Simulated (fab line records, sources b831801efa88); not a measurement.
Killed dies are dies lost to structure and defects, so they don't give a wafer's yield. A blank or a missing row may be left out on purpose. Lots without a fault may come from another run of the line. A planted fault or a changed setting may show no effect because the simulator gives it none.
Which tool did it? | flow gf180mcu | 12 lots, 36 wafers sampled, at 6 steps of a route of 602

WHAT THE GAUGES READ, wafer by wafer
GF_V2_OVL_MEAS_15. Usual: V2_OVL -2 nm, standard deviation 6.4.
lot  | measured     | on         | V2_OVL (nm) | flag
L879 | day 20 16:17 | overlay-01 | 1 -3 4      |
L881 | day 21 17:03 | overlay-02 | -3 9 11     |
L880 | day 21 17:42 | overlay-02 | 3 7 -7      |
L882 | day 21 19:58 | overlay-01 | -4 1 4      |
L883 | day 22 13:28 | overlay-02 | -2 -4 -6    |
L886 | day 23 06:52 | overlay-01 | -3 -12 -7   |
L892 | day 25 09:17 | overlay-01 | -1 -11 -4   |
L893 | day 25 11:23 | overlay-01 | 1 8 -1      |
L895 | day 26 03:49 | overlay-01 | -7 -3 3     |
L899 | day 27 11:36 | overlay-01 | 3 1 2       |
L900 | day 27 16:27 | overlay-01 | 1 -1 3      |
L901 | day 27 23:16 | overlay-02 | -9 -12 0    |

GF_V2_RS_MEAS_24: measures by four-point-probe. Usual: V2_W_RS 0.3259 ohm/sq, standard deviation 0.003.
lot  | measured     | on            | V2_W_RS (ohm/sq)     | flag
L879 | day 20 17:14 | film_metro-02 | 0.3314 0.3328 0.3303 |
L881 | day 21 17:59 | film_metro-01 | 0.3266 0.3300 0.3320 |
L880 | day 21 18:37 | film_metro-02 | 0.3251 0.3255 0.3267 |
L882 | day 21 20:54 | film_metro-02 | 0.3259 0.3228 0.3247 |
L883 | day 22 14:25 | film_metro-04 | 0.3293 0.3266 0.3261 |
L886 | day 23 07:57 | film_metro-04 | 0.3695 0.3655 0.3713 | OFF
L892 | day 25 10:13 | film_metro-01 | 0.3221 0.3247 0.3252 |
L893 | day 25 12:18 | film_metro-02 | 0.3278 0.3268 0.3290 |
L895 | day 26 04:44 | film_metro-04 | 0.3271 0.3304 0.3287 |
L899 | day 27 12:31 | film_metro-02 | 0.3275 0.3297 0.3314 |
L900 | day 27 17:24 | film_metro-01 | 0.3202 0.3262 0.3214 |
L901 | day 28 00:11 | film_metro-02 | 0.3237 0.3256 0.3264 |

GF_V2_THK_MEAS_25: measures by xrf. Usual: V2_W_THK 346 nm, standard deviation 4.
lot  | measured     | on            | V2_W_THK (nm) | flag
L879 | day 20 17:20 | film_metro-02 | 340 336 342   |
L881 | day 21 18:05 | film_metro-01 | 345 342 339   |
L880 | day 21 18:44 | film_metro-02 | 347 345 344   |
L882 | day 21 21:00 | film_metro-02 | 345 349 349   |
L883 | day 22 14:31 | film_metro-04 | 342 346 345   |
L886 | day 23 08:03 | film_metro-04 | 307 312 307   | OFF
L892 | day 25 10:20 | film_metro-01 | 349 348 348   |
L893 | day 25 12:25 | film_metro-02 | 343 341 340   |
L895 | day 26 04:51 | film_metro-04 | 349 344 347   |
L899 | day 27 12:38 | film_metro-02 | 346 342 341   |
L900 | day 27 17:30 | film_metro-01 | 347 342 347   |
L901 | day 28 00:19 | film_metro-02 | 350 348 347   |

GF_M3_THK_MEAS_06: measures by xrf. Usual: M3_ALCU_THK 440 nm, standard deviation 5.2.
lot  | measured     | on            | M3_ALCU_THK (nm) | flag
L879 | day 20 18:02 | film_metro-01 | 441 436 435      |
L881 | day 21 18:47 | film_metro-03 | 434 436 438      |
L880 | day 21 19:26 | film_metro-03 | 439 442 438      |
L882 | day 21 21:43 | film_metro-03 | 447 441 451      |
L883 | day 22 15:13 | film_metro-04 | 438 435 435      |
L886 | day 23 08:50 | film_metro-04 | 439 432 437      |
L892 | day 25 11:02 | film_metro-04 | 438 438 431      |
L893 | day 25 13:07 | film_metro-03 | 444 451 441      |
L895 | day 26 05:33 | film_metro-03 | 439 451 441      |
L899 | day 27 13:20 | film_metro-04 | 441 441 450      |
L900 | day 27 18:12 | film_metro-04 | 436 433 440      |
L901 | day 28 01:01 | film_metro-01 | 438 447 440      |

WHICH TOOL RAN EACH LOT (tool, then ch and the chambers of the sampled wafers, then the start)
lot  | GF_V2_SPUTTER_21             | GF_V2_CVD_23
L879 | pvd_sputter-04, day 20 16:58 | cvd_w-01 ch 0,1, day 20 17:07
L881 | pvd_sputter-03, day 21 17:44 | cvd_w-01 ch 0,1, day 21 17:53
L880 | pvd_sputter-04, day 21 18:23 | cvd_w-02 ch 0,1, day 21 18:29
L882 | pvd_sputter-03, day 21 20:39 | cvd_w-02 ch 0,1, day 21 20:47
L883 | pvd_sputter-03, day 22 14:10 | cvd_w-01 ch 0,1, day 22 14:18
L886 | pvd_sputter-04, day 23 07:35 | cvd_w-02 ch 1, day 23 07:46
L892 | pvd_sputter-03, day 25 10:00 | cvd_w-01 ch 0,1, day 25 10:06
L893 | pvd_sputter-03, day 25 12:04 | cvd_w-01 ch 0,1, day 25 12:10
L895 | pvd_sputter-02, day 26 04:31 | cvd_w-01 ch 0,1, day 26 04:37
L899 | pvd_sputter-02, day 27 12:17 | cvd_w-01 ch 0,1, day 27 12:23
L900 | pvd_sputter-03, day 27 17:09 | cvd_w-02 ch 0,1, day 27 17:17
L901 | pvd_sputter-04, day 27 23:59 | cvd_w-01 ch 0,1, day 28 00:05
- GF_V2_SPUTTER_21: material Ti, target thk 15 nm, time 80.02 s.
- GF_V2_CVD_23: deposits W, target thk 350 nm, time 104.94 s.

WHAT THE TOOLS THEMSELVES READ (means of the sampled wafers that have a number; where no wafer has one, the mark that the record gives instead)
GF_V2_SPUTTER_21. Usual: throttle_valve_pct 30.0 %, standard deviation 1.2.
lot  | tool           | throttle_valve_pct (%) | flag
L879 | pvd_sputter-04 | 31.1                   |
L881 | pvd_sputter-03 | 29.7                   |
L880 | pvd_sputter-04 | 29.9                   |
L882 | pvd_sputter-03 | 30.4                   |
L883 | pvd_sputter-03 | 29.9                   |
L886 | pvd_sputter-04 | 29.5                   |
L892 | pvd_sputter-03 | 30.3                   |
L893 | pvd_sputter-03 | 30.9                   |
L895 | pvd_sputter-02 | 29.7                   |
L899 | pvd_sputter-02 | 28.7                   |
L900 | pvd_sputter-03 | 30.0                   |
L901 | pvd_sputter-04 | 30.0                   |

GF_V2_CVD_23. Usual: heater_power_w 828 W, standard deviation 55; susceptor_temp_C 400.05 C, standard deviation 0.22.
lot  | tool     | heater_power_w (W) | susceptor_temp_C (C) | flag
L879 | cvd_w-01 | 807                | 400.20               |
L881 | cvd_w-01 | 836                | 400.01               |
L880 | cvd_w-02 | 850                | 400.02               |
L882 | cvd_w-02 | 809                | 400.05               |
L883 | cvd_w-01 | 835                | 400.07               |
L886 | cvd_w-02 | 860                | 393.30               | OFF
L892 | cvd_w-01 | 814                | 400.11               |
L893 | cvd_w-01 | 838                | 399.94               |
L895 | cvd_w-01 | 808                | 399.86               |
L899 | cvd_w-01 | 830                | 400.01               |
L900 | cvd_w-02 | 804                | 399.87               |
L901 | cvd_w-01 | 855                | 399.95               |

THE ANSWER, worked out from the rows above alone
Rule: a lot is off if the mean of its wafers that have a number lies more than 3 standard deviations from the usual mean. A lot without any number at a reading at which 4 lots or more have one is off too. The other lots that the step has rows for count as sound. The gauges are gone through in route order, then the tools' own readings, and for those a lot's mean is taken as printed above. The first step at which some lot is off is used, and at that step the reading that is off furthest; a lot without a number counts as furthest.
Off: L886, at GF_V2_RS_MEAS_24 (V2_W_RS).
A tool fits if, at a process step before that reading, it ran every lot that is off, and no sound lot after the first of them. The gauges at GF_V2_RS_MEAS_24 aren't tried: what is off there is off at GF_V2_CVD_23 too, on other tools, and a gauge's error can't cause that. None of those tried fits.

WHAT THE SIMULATOR HAD PUT IN
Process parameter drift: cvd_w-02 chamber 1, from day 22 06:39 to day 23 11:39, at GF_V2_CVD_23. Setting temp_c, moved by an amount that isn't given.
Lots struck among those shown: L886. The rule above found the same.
